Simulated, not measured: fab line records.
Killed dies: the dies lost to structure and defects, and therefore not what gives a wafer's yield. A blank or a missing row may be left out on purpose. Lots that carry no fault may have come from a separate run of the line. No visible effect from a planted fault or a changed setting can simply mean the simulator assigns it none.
Matching of chambers | flow gf180mcu | GF_V3_CMP_26 on cmp-02 has 4 sister chambers
The step polishes, stops on SiO2, t overpolish 15 s, target thk 0 nm. 8 wafers are shown with their chamber, then 12 later ones without.

== EACH WAFER AND ITS CHAMBER ==
wafer  | chamber | motor current A (A) | time to endpoint s (s)
L331.3 | 3       | 12.1                | 83
L331.4 | 0       | 10.9                | 94
L333.4 | 3       | 12.8                | 79
L336.4 | 2       | 10.2                | 83
L336.6 | 0       | 11.1                | 91
L338.2 | 1       | 12.5                | 92
L338.5 | 2       | 10.1                | 84
L338.6 | 1       | 12.7                | 94

== WAFERS WHOSE CHAMBER IS MISSING ==
wafer  | motor current A (A) | time to endpoint s (s)
L343.2 | 10.1                | 83
L343.3 | 12.4                | 91
L343.5 | 10.4                | 84
L344.1 | 11.9                | 83
L344.5 | 12.5                | 89
L344.6 | 10.8                | 91
L345.1 | 10.6                | 80
L345.2 | 12.4                | 84
L345.4 | 11.4                | 85
L346.1 | 11.3                | 90
L346.2 | 12.3                | 84
L346.6 | 13.1                | 90

== WHICH CHAMBER EACH ONE RAN IN ==
wafer  | from the rows above               | in truth
L343.2 | 2                                 | 2
L343.3 | 1                                 | 1
L343.5 | 2                                 | 2
L344.1 | 3                                 | 3
L344.5 | 1                                 | 1
L344.6 | 0                                 | 0
L345.1 | 2                                 | 2
L345.2 | 3                                 | 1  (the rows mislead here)
L345.4 | can't be placed: 0 or 3 or 2 or 1 | 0
L346.1 | 0                                 | 0
L346.2 | 3                                 | 3
L346.6 | 1                                 | 1
Correct placement for 10 of the 12. Not placeable from these rows: 1 (in 1, the candidates include the true chamber). Number placed wrongly: 1.
How it was worked out, from the rows above alone: a wafer's distance from a chamber is the root of the sum, over the readings, of the square of ((its reading less the chamber's mean) divided by the reading's scatter). If the next closest chamber is less than 2 further off than the closest, the wafer can't be placed; otherwise it belongs to the closest. Each chamber's mean is taken over the wafers shown for it. The scatter: the root of (the sum of the squares of (reading less its chamber's mean) over the shown wafers, divided by (wafers less chambers)).
